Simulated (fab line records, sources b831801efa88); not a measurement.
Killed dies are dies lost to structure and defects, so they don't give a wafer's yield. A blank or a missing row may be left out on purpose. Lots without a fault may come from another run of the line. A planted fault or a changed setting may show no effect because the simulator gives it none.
Which tool did it? | flow sky130 | 11 lots, 33 wafers sampled, at 5 steps of a route of 708

WHAT THE GAUGES READ, wafer by wafer
SKY_VIA3_CD_MEAS_12: target cd 200 nm. Usual: cd_nm 200.0 nm, standard deviation 1.4.
lot  | measured     | on        | cd_nm (nm)        | flag
L806 | day 40 05:50 | cd_sem-02 | 201.8 202.9 202.6 |
L807 | day 40 15:47 | cd_sem-01 | 198.1 198.5 198.8 |
L811 | day 41 12:00 | cd_sem-01 | 200.2 201.0 199.1 |
L819 | day 43 23:20 | cd_sem-02 | 201.7 201.2 200.3 |
L820 | day 44 10:41 | cd_sem-01 | 199.0 198.7 197.5 |
L821 | day 44 19:14 | cd_sem-01 | 200.2 200.1 199.3 |
L825 | day 45 08:23 | cd_sem-01 | 199.6 200.4 200.4 |
L827 | day 45 10:16 | cd_sem-02 | 200.4 200.0 200.3 |
L828 | day 46 03:06 | cd_sem-01 | 201.5 202.7 201.4 |

WHICH TOOL RAN EACH LOT (tool, then ch and the chambers of the sampled wafers, then the start)
lot  | SKY_METAL3_SPUTTER_02        | SKY_CAPM_STRIP_14                    | SKY_METAL3_METAL_ETCH_18          | SKY_VIA3_CMP_02
L806 | pvd_sputter-04, day 36 23:57 | plasma_asher-03 ch 0,1, day 38 01:50 | rie_metal-02 ch 0,1, day 39 03:46 | cmp-02 ch 0,1,2, day 39 05:02
L807 | pvd_sputter-04, day 37 11:59 | plasma_asher-03 ch 0,1, day 38 12:44 | rie_metal-01 ch 1, day 39 14:13   | cmp-01 ch 1,3, day 39 15:14
L811 | pvd_sputter-04, day 38 08:14 | plasma_asher-03 ch 0,1, day 39 09:28 | rie_metal-04 ch 0,1, day 40 11:13 | cmp-01 ch 1,2, day 40 12:10
L812 | pvd_sputter-04, day 38 21:11 | plasma_asher-01 ch 0,1, day 39 21:23 | rie_metal-01 ch 0,1, day 40 22:01 | -
L813 | pvd_sputter-04, day 39 07:49 | plasma_asher-01 ch 0,1, day 40 09:08 | rie_metal-02 ch 0,1, day 41 09:46 | -
L819 | pvd_sputter-01, day 40 22:22 | plasma_asher-04 ch 1, day 41 22:32   | rie_metal-01 ch 0,1, day 42 22:56 | cmp-02 ch 1,2,3, day 43 00:09
L820 | pvd_sputter-01, day 41 11:31 | plasma_asher-03 ch 0,1, day 42 11:35 | rie_metal-01 ch 0,1, day 43 11:17 | cmp-02 ch 0,3, day 43 12:14
L821 | pvd_sputter-01, day 41 19:59 | plasma_asher-01 ch 0,1, day 42 19:50 | rie_metal-02 ch 0,1, day 43 19:58 | cmp-02 ch 1,2,3, day 43 20:59
L825 | pvd_sputter-03, day 42 10:09 | plasma_asher-01 ch 0,1, day 43 09:44 | rie_metal-01 ch 0,1, day 44 09:09 | cmp-01 ch 2,3, day 44 10:14
L827 | pvd_sputter-01, day 42 13:08 | plasma_asher-03 ch 0,1, day 43 12:16 | rie_metal-01 ch 0,1, day 44 11:47 | cmp-02 ch 0,2, day 44 12:43
L828 | pvd_sputter-04, day 43 05:52 | plasma_asher-03 ch 1, day 44 05:14   | rie_metal-02 ch 0, day 45 04:36   | cmp-01 ch 2,3, day 45 05:43
- SKY_METAL3_SPUTTER_02: material AlCu, target thk 735 nm, time 39.1 s.
- SKY_CAPM_STRIP_14: strips in O2/N2.
- SKY_METAL3_METAL_ETCH_18: etches the open film in Cl2/BCl3, stops on SiO2, target depth 845 nm, time 183.1 s.
- SKY_VIA3_CMP_02: polishes SiO2.

WHAT THE TOOLS THEMSELVES READ (means of the sampled wafers that have a number; where no wafer has one, the mark that the record gives instead)
SKY_METAL3_SPUTTER_02. Usual: cathode_dc_power_W 10600 W, standard deviation 1.9; throttle_valve_pct 30.2 %, standard deviation 1.3.
lot  | tool           | cathode_dc_power_W (W) | throttle_valve_pct (%) | flag
L806 | pvd_sputter-04 | 10598                  | 28.9                   |
L807 | pvd_sputter-04 | 10599                  | 30.1                   |
L811 | pvd_sputter-04 | 10600                  | 30.6                   |
L812 | pvd_sputter-04 | 10600                  | 30.2                   |
L813 | pvd_sputter-04 | 10599                  | 29.1                   |
L819 | pvd_sputter-01 | 10601                  | 30.5                   |
L820 | pvd_sputter-01 | 10600                  | 30.3                   |
L821 | pvd_sputter-01 | 10599                  | 31.3                   |
L825 | pvd_sputter-03 | 10601                  | 30.1                   |
L827 | pvd_sputter-01 | 10600                  | 30.7                   |
L828 | pvd_sputter-04 | 10599                  | 30.4                   |

SKY_CAPM_STRIP_14. Usual: drypump_motor_current_A 5.56 A, standard deviation 0.2; oes_product_au 0.710 a.u., standard deviation 0.0046; strip_time_to_endpoint_s 12.64 s, standard deviation 0.044.
lot  | tool            | drypump_motor_current_A (A) | oes_product_au (a.u.) | strip_time_to_endpoint_s (s) | flag
L806 | plasma_asher-03 | 5.44                        | 0.708                 | 12.62                        |
L807 | plasma_asher-03 | 5.61                        | 0.712                 | 12.70                        |
L811 | plasma_asher-03 | 5.42                        | 0.708                 | 12.59                        |
L812 | plasma_asher-01 | 5.54                        | 0.711                 | 12.68                        |
L813 | plasma_asher-01 | 5.50                        | 0.716                 | 12.66                        |
L819 | plasma_asher-04 | 5.94                        | 0.711                 | 12.59                        |
L820 | plasma_asher-03 | 5.58                        | 0.711                 | 12.57                        |
L821 | plasma_asher-01 | 5.55                        | 0.714                 | 12.66                        |
L825 | plasma_asher-01 | 5.55                        | 0.710                 | 12.59                        |
L827 | plasma_asher-03 | 5.61                        | 0.707                 | 12.69                        |
L828 | plasma_asher-03 | 5.74                        | 0.710                 | 12.70                        |

SKY_METAL3_METAL_ETCH_18. Usual: drypump_motor_current_A 5.9 A, standard deviation 0.45; oes_product_au 0.864 a.u., standard deviation 0.007; throttle_valve_pct 22.263 %, standard deviation 0.0094.
lot  | tool         | drypump_motor_current_A (A) | oes_product_au (a.u.) | throttle_valve_pct (%) | flag
L806 | rie_metal-02 | 6.2                         | 0.864                 | 22.255                 |
L807 | rie_metal-01 | 5.4                         | 0.867                 | 22.253                 |
L811 | rie_metal-04 | 5.5                         | 0.875                 | 22.264                 |
L812 | rie_metal-01 | 6.0                         | 1.002                 | 22.267                 | OFF
L813 | rie_metal-02 | 5.9                         | 1.003                 | 22.253                 | OFF
L819 | rie_metal-01 | 5.6                         | 0.859                 | 22.270                 |
L820 | rie_metal-01 | 5.9                         | 0.868                 | 22.268                 |
L821 | rie_metal-02 | 6.2                         | 0.860                 | 22.270                 |
L825 | rie_metal-01 | 5.7                         | 0.860                 | 22.269                 |
L827 | rie_metal-01 | 6.0                         | 0.854                 | 22.259                 |
L828 | rie_metal-02 | 6.5                         | 0.869                 | 22.266                 |

SKY_VIA3_CMP_02. Usual: motor_current_A 12.5 A, standard deviation 1.2.
lot  | tool   | motor_current_A (A) | flag
L806 | cmp-02 | 11.9                |
L807 | cmp-01 | 13.8                |
L811 | cmp-01 | 13.4                |
L819 | cmp-02 | 12.1                |
L820 | cmp-02 | 11.7                |
L821 | cmp-02 | 12.2                |
L825 | cmp-01 | 13.0                |
L827 | cmp-02 | 12.0                |
L828 | cmp-01 | 12.4                |

THE ANSWER, worked out from the rows above alone
Rule: a lot is off if the mean of its wafers that have a number lies more than 3 standard deviations from the usual mean. A lot without any number at a reading at which 4 lots or more have one is off too. The other lots that the step has rows for count as sound. The gauges are gone through in route order, then the tools' own readings, and for those a lot's mean is taken as printed above. The first step at which some lot is off is used, and at that step the reading that is off furthest; a lot without a number counts as furthest.
Off: L812, L813, at SKY_METAL3_METAL_ETCH_18 (oes_product_au).
A tool fits if, at that step or a process step before it, it ran every lot that is off, and no sound lot after the first of them. None of those tried fits.

WHAT THE SIMULATOR HAD PUT IN
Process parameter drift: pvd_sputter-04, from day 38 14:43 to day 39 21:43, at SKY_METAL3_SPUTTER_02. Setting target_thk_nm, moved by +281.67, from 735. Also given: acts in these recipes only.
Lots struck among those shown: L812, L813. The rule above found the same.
